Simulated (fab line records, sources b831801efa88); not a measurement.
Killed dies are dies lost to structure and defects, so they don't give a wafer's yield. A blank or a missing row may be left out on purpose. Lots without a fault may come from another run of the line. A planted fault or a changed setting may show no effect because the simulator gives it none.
fab line records | flow sky130
record lots=5 wafers=27
route steps=708 shown CAP2M@616 METAL4@631 METAL5@665
start_h: hours from the record's first day to the start of the lot's first wafer shown | wait_h: hours since the lot's step before | " the same as in the row above | L1.1+2: a row that stands for several wafers | - no value, or no start given | * or withheld: withheld | < > ~ a bound
route shown NAME@n: a module of which the file shows steps, and the number in the route of the first | usual: mean/standard deviation of fault-free wafers | same: alike in all rows | chamber/n: place in a boat | sites: the reading at each site | _std_site: their standard deviation | _edge_site: outer sites' mean less inner sites' | radius_mm: how far each site lies from the wafer's centre | mask NAME#n: copy n | behind: the tool/chamber that last shaped the wafer | hold: why the lot was held/for how many hours/how that ended | device: the transistor (n, p or np) that didn't switch | end of line: the same wafers' tests at the end of the route | a step without rows: its recipe alone | killed: dies lost to structure and defects at the first sort, not the wafer's yield | map: a wafer's dies, x killed, . not, _ none there
set.NAME: the setting as run; set.NAME@STEP: as run at that earlier step | model.NAME: the simulator's own value behind a step, which no gauge read
lots whose settings were changed on purpose; a table a step, a row a wafer
## steps
# step SKY_CAP2M_METAL_ETCH_13
# recipe target_depth_nm=220 stop_on=SiO2 chemistry=Cl2/BCl3 target=TiN pressure_mtorr=10 icp_w=900 bias_w=48.5 Cl2_flow_sccm=60 bcl3_flow_sccm=30 time_s=62.9
# usual oes_product_au=0.945/0.0055
# columns lot.wafer tool chamber start_h wait_h set.time_s oes_product_au model.CAP2M.feature_depth_nm model.NOVOLAK_of_CAP2M_COAT_07.thk_nm
L076.1 rie_metal-03 0 985.79 0.0 62.9 0.942 200.8 994.8
L076.2 " 1 " " 38.26 1.003 136 1048
L076.3 " 1 " " 62.9 0.946 204.5 990.9
L076.4 " 0 " " 62.9 0.949 204.1 994.1
L076.5 " 1 " " 38.26 1.010 136.8 1047
L076.6 " 0 " " 38.26 0.988 132.2 1050
L078.3 rie_metal-03 1 998.45 0.0 62.9 0.952 202 991.8
L078.4 " 0 " " 62.9 0.942 199.6 992.5
L078.5 " 0 " " 62.9 0.946 202.3 991.9
L079.1 rie_metal-04 1 1002.12 0.0 62.9 0.952 203.8 992.6
L079.2 " 0 " " 62.9 0.952 203.2 989.5
L079.3 " 1 " " 32.21 1.000 112.8 1065
L079.4 " 0 " " 32.21 1.014 114.8 1061
L079.5 " 0 " " 32.21 1.007 114.2 1062
L079.6 " 1 " " 62.9 0.947 201.9 990.3
L084.1 rie_metal-03 1 1018.62 0.0 90.3 0.881 210.6 924.8
L084.2 " 0 " " 62.9 0.949 202.1 993.8
L084.3 " 1 " " 62.9 0.945 199.6 983.6
L084.4 " 0 " " 90.3 0.883 209.3 932.1
L084.5 " 0 " " 90.3 0.879 209.6 933
L084.6 " 1 " " 62.9 0.940 200.6 988
L083.1 rie_metal-04 1 1021.12 0.0 62.9 0.951 204.4 987.5
L083.2 " 0 " " 62.9 0.943 204.1 985.6
L083.3 " 0 " " 62.9 0.945 202.6 986.6
L083.4 " 1 " " 62.9 0.955 205.5 986.9
L083.5 " 0 " " 62.9 0.946 204.5 988.5
L083.6 " 1 " " 62.9 0.955 203.6 986.9
# step SKY_CAP2M_STRIP_14
# recipe chemistry=O2/N2 power_w=1400 pressure_mtorr=1500 platen_temp_c=withheld o2_flow_sccm=3000 n2_flow_sccm=300 overash_fraction=0.5
# usual strip_time_to_endpoint_s=12.63/0.045
# columns lot.wafer tool chamber start_h wait_h set.time_s@CAP2M_METAL_ETCH_13 strip_time_to_endpoint_s
L076.1 plasma_asher-02 1 985.87 0.1 62.9 12.66
L076.2 " 0 " " 38.26 13.23
L076.3 " 1 " " 62.9 12.60
L076.4 " 0 " " 62.9 12.67
L076.5 " 0 " " 38.26 13.21
L076.6 " 1 " " 38.26 13.25
L078.3 plasma_asher-01 0 998.53 0.1 62.9 12.63
L078.4 " 1 " " 62.9 12.65
L078.5 " 0 " " 62.9 12.64
L079.1 plasma_asher-01 0 1002.20 0.1 62.9 12.64
L079.2 " 1 " " 62.9 12.61
L079.3 " 0 " " 32.21 13.38
L079.4 " 1 " " 32.21 13.35
L079.5 " 0 " " 32.21 13.36
L079.6 " 1 " " 62.9 12.61
L084.1 plasma_asher-01 0 1018.70 0.1 90.3 11.85
L084.2 " 1 " " 62.9 12.65
L084.3 " 0 " " 62.9 12.54
L084.4 " 1 " " 90.3 11.97
L084.5 " 1 " " 90.3 11.96
L084.6 " 0 " " 62.9 12.58
L083.1 plasma_asher-04 1 1021.20 0.1 62.9 12.58
L083.2 " 0 " " 62.9 12.56
L083.3 " 1 " " 62.9 12.58
L083.4 " 0 " " 62.9 12.58
L083.5 " 1 " " 62.9 12.58
L083.6 " 0 " " 62.9 12.57
# step SKY_CAP2M_STRIP_15
# recipe chemistry=post_etch_residue_remover time_s=1200 temp_c=72.5
# step SKY_CAP2M_CLEAN_16
# recipe chemistry=IPA time_s=180 temp_c=25
# step SKY_METAL4_DESCUM_15
# recipe chemistry=O2 source_power_w=150 bias_power_w=0 pressure_mtorr=10 temp_c=40 time_s=8
# step SKY_METAL4_ETCH_16
# recipe chemistry=N2/H2 target=BARC ion_energy_ev=200 bias_w=100 pressure_mtorr=30 n2_flow_sccm=100 h2_flow_sccm=200 icp_w=500 stop_on=SiO2 time_s=88.2 target_depth_a=600
# step SKY_METAL4_ETCH_17
# recipe target=SiO2 stop_on=TiN chemistry=C4F8/O2/Ar source_w=1500 bias_w=1200 pressure_mtorr=40 c4f8_flow_sccm=withheld O2_flow_sccm=6 Ar_flow_sccm=300 time_s=3.9 target_depth_a=150
# usual oes_product_au=0.752/0.0078
# columns lot.wafer tool chamber start_h wait_h set.time_s@CAP2M_METAL_ETCH_13 oes_product_au
L076.1 rie_diel-01 0 1009.27 0.1 62.9 0.747
L076.2 " 2 " " 38.26 0.746
L076.3 " 3 " " 62.9 0.738
L076.4 " 1 " " 62.9 0.769
L076.5 " 3 " " 38.26 0.765
L076.6 " 2 " " 38.26 0.749
L078.3 rie_diel-02 2 1021.86 0.0 62.9 0.754
L078.4 " 1 " " 62.9 0.761
L078.5 " 2 " " 62.9 0.747
L079.1 rie_diel-04 0 1025.65 0.2 62.9 0.749
L079.2 " 1 " " 62.9 0.748
L079.3 " 3 " " 32.21 0.739
L079.4 " 2 " " 32.21 0.758
L079.5 " 0 " " 32.21 0.754
L079.6 " 1 " " 62.9 0.742
L084.1 rie_diel-02 3 1042.75 0.2 90.3 0.522
L084.2 " 0 " " 62.9 0.760
L084.3 " 2 " " 62.9 0.760
L084.4 " 1 " " 90.3 0.528
L084.5 " 2 " " 90.3 0.527
L084.6 " 1 " " 62.9 0.763
L083.1 rie_diel-04 2 1045.10 0.2 62.9 0.751
L083.2 " 3 " " 62.9 0.741
L083.3 " 0 " " 62.9 0.753
L083.4 " 1 " " 62.9 0.764
L083.5 " 2 " " 62.9 0.746
L083.6 " 3 " " 62.9 0.747
# step SKY_METAL5_SPUTTER_04
# recipe material=TiN target_thk_nm=70 power_w=6500 time_s=58.3 chamber_pressure_pa=0.4
# columns lot.wafer tool chamber start_h wait_h set.time_s model.TiN_of_METAL5_SPUTTER_04.thk_nm
L076.1 pvd_sputter-03 - 1035.33 0.0 90.17 107
L076.2+3 " - " " 90.17 106.7
L076.4 " - " " 58.3 68.33
L076.5 " - " " 58.3 68.56
L076.6 " - " " 58.3 69.05
L078.3 pvd_sputter-02 - 1048.07 0.0 58.3 70.89
L078.4 " - " " 58.3 71.57
L078.5 " - " " 58.3 69.68
L079.1 pvd_sputter-01 - 1051.57 0.0 25.84 30.28
L079.2 " - " " 58.3 69.37
L079.3 " - " " 25.84 31.34
L079.4 " - " " 25.84 30.76
L079.5 " - " " 58.3 69.33
L079.6 " - " " 58.3 70.15
L084.1 pvd_sputter-02 - 1067.76 0.0 58.3 69.07
L084.2 " - " " 58.3 68.95
L084.3 " - " " 58.3 68.8
L084.4 " - " " 58.3 69.33
L084.5 " - " " 58.3 68.69
L084.6 " - " " 58.3 68.42
L083.1 pvd_sputter-02 - 1069.17 0.0 85.91 103.8
L083.2 " - " " 58.3 69.98
L083.3 " - " " 58.3 70.45
L083.4 " - " " 85.91 103.7
L083.5 " - " " 85.91 103.6
L083.6 " - " " 58.3 70.22
# step SKY_METAL5_THK_MEAS_06
# recipe thk_meas_gauge=xrf reads=AlCu_of_METAL5_SPUTTER_02
# usual METAL5_ALCU_THK=1163/16
# columns lot.wafer tool chamber start_h wait_h set.time_s@METAL5_SPUTTER_04 METAL5_ALCU_THK[nm]
L076.1 film_metro-04 - 1035.50 0.1 90.17 1070
L076.2 " - " " 90.17 1083
L076.3 " - " " 90.17 1084
L076.4 " - " " 58.3 1185
L076.5 " - " " 58.3 1173
L076.6 " - " " 58.3 1198
L078.3 film_metro-04 - 1048.26 0.1 58.3 1144
L078.4 " - " " 58.3 1152
L078.5 " - " " 58.3 1158
L079.1 film_metro-01 - 1051.74 0.1 25.84 1279
L079.2 " - " " 58.3 1150
L079.3 " - " " 25.84 1275
L079.4 " - " " 25.84 1265
L079.5 " - " " 58.3 1165
L079.6 " - " " 58.3 1160
L084.1 film_metro-04 - 1067.93 0.1 58.3 1169
L084.2 " - " " 58.3 1163
L084.3 " - " " 58.3 1183
L084.4 " - " " 58.3 1168
L084.5 " - " " 58.3 1160
L084.6 " - " " 58.3 1186
L083.1 film_metro-01 - 1069.34 0.1 85.91 1065
L083.2 " - " " 58.3 1172
L083.3 " - " " 58.3 1135
L083.4 " - " " 85.91 1048
L083.5 " - " " 85.91 1053
L083.6 " - " " 58.3 1160
## key
split step=SKY_CAP2M_METAL_ETCH_13 setting=time_s stated=62.9 by=wafer
response step=SKY_CAP2M_METAL_ETCH_13 reading=oes_product_au change=-0.00132 per=1% r=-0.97
response step=SKY_CAP2M_METAL_ETCH_13 reading=model.CAP2M.feature_depth_nm shape=bent at_lowest=113.9 at_stated=202.7 at_highest=209.8
response step=SKY_CAP2M_METAL_ETCH_13 reading=model.NOVOLAK_of_CAP2M_COAT_07.thk_nm change=-1.41 per=1% r=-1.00
response step=SKY_CAP2M_STRIP_14 reading=strip_time_to_endpoint_s change=* per=1% r=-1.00
response step=SKY_METAL4_ETCH_17 reading=oes_product_au shape=bent at_lowest=0.750 at_stated=0.752 at_highest=0.526
split step=SKY_METAL5_SPUTTER_04 setting=time_s stated=58.3 by=wafer
response step=SKY_METAL5_SPUTTER_04 reading=model.TiN_of_METAL5_SPUTTER_04.thk_nm change=+0.7 per=1% r=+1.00
response step=SKY_METAL5_THK_MEAS_06 reading=METAL5_ALCU_THK change=-2.03 per=1% r=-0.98
